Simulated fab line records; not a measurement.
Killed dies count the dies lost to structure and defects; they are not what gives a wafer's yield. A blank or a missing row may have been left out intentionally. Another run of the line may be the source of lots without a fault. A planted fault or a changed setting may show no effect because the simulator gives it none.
Comparing a struck lot with a sound one | flow gf180mcu | 14 steps out of a route of 602
Sound: wafers L891.3, L891.5, L891.6. Struck: wafer L897.6 (left out: L897.3, a lot-mate that was not struck); the cause follows at the end.
For every step that has rows: the tool of each side, followed by ch and its chambers, followed by its first start. Under that, the readings that differ: sound wafers | struck wafers | difference of the means | sigmas: that difference in standard deviations of wafers without a fault.
alike: same words and numbers on both sides, and readings whose means sit less than 2 such deviations apart. not compared: any withheld reading, any reading some wafer has no value for, any bound like >300 that may hide the same value, and any number with overlapping values for which the record gives no deviation.
The two part at a step that has a row with sigmas, a row that says differs or no value, or rows on one side only. Numbers that don't overlap but have no deviation are shown without sigmas and don't part them. Lack of a reading on every wafer of one side parts them only where that side has two or more wafers.

first, 4 steps without rows for these wafers: GF_V5_SOFTBAKE_10 (time 60 s); GF_V5_EXPOSE_11 (exposes mask Via5, target cd 260 nm); GF_V5_PEB_12 (peb time 90 s); GF_V5_DEVELOP_13 (develop time 60 s).
GF_V5_CD_MEAS_14: target cd 260 nm.
  struck on cd-sem-01, day 29 01:43; sound on cd-sem-01, day 27 07:40
  alike: cd-nm
GF_V5_OVL_MEAS_15:
  struck on overlay-01, day 29 01:49; sound on overlay-01, day 27 07:46
  alike: V5_OVL
GF_V5_ETCH_16: etches BARC in N2/H2.
  sound on rie-diel-02 ch 2,3, day 27 07:47; struck on rie-diel-01 ch 0, day 29 01:50
  reading                     | sound       | struck | difference | sigmas
  drypump-motor-current-A (A) | 5.3 5.0 5.3 | 6.5    | +1.3       | +2
  alike: h2-flow-sccm, oes-product-au, throttle-valve-pct
GF_V5_ETCH_17: etches SiO2 in C4F8/O2/Ar, stops on TiN, target depth 855 nm.
  sound: rie-diel-02 ch 2,3; struck: rie-diel-01 ch 0
  alike: oes-product-au
GF_V5_STRIP_18: strips in O2/N2.
  sound on plasma-asher-03 ch 0,1, day 27 07:58; struck on plasma-asher-02 ch 1, day 29 02:01
  reading                     | sound       | struck | difference | sigmas
  drypump-motor-current-A (A) | 5.8 6.4 5.8 | 4.9    | -1.1       | -2
  alike: heater-power-w, oes-product-au
  not compared: rf-hours-counter-h
then, 2 steps without rows for these wafers: GF_V5_STRIP_19 (strips in post etch residue remover, time 1200 s); GF_V5_CLEAN_20 (cleans in DIW).
GF_V5_SPUTTER_21: material Ti, target thk 15 nm, time 80.02 s.
  struck on pvd-sputter-03, day 29 02:31; sound on pvd-sputter-02, day 27 08:31
  alike: throttle-valve-pct
GF_V5_SPUTTER_22: material TiN, target thk 10 nm, time 40 s.
  struck on pvd-sputter-03, day 29 02:35; sound on pvd-sputter-02, day 27 08:35
  reading                                | sound             | struck | difference | sigmas
  model.TiN_of_V5_SPUTTER_22.thk-nm (nm) | 10.03 9.965 9.944 | 14.3   | +4.3       |
  alike: throttle-valve-pct
GF_V5_CVD_23: deposits W, target thk 350 nm, time 104.9 s.
  sound on cvd-w-01 ch 0,1, day 27 08:39; struck on cvd-w-01 ch 1, day 29 02:40
  alike: heater-power-w

## WHERE THEY PART
Last at GF_V5_STRIP_18 as far as this record goes, first at GF_V5_ETCH_16. Later steps at which nothing parts them and some readings are alike: GF_V5_SPUTTER_21, GF_V5_SPUTTER_22, GF_V5_CVD_23.

WHY: whatever the simulator had introduced
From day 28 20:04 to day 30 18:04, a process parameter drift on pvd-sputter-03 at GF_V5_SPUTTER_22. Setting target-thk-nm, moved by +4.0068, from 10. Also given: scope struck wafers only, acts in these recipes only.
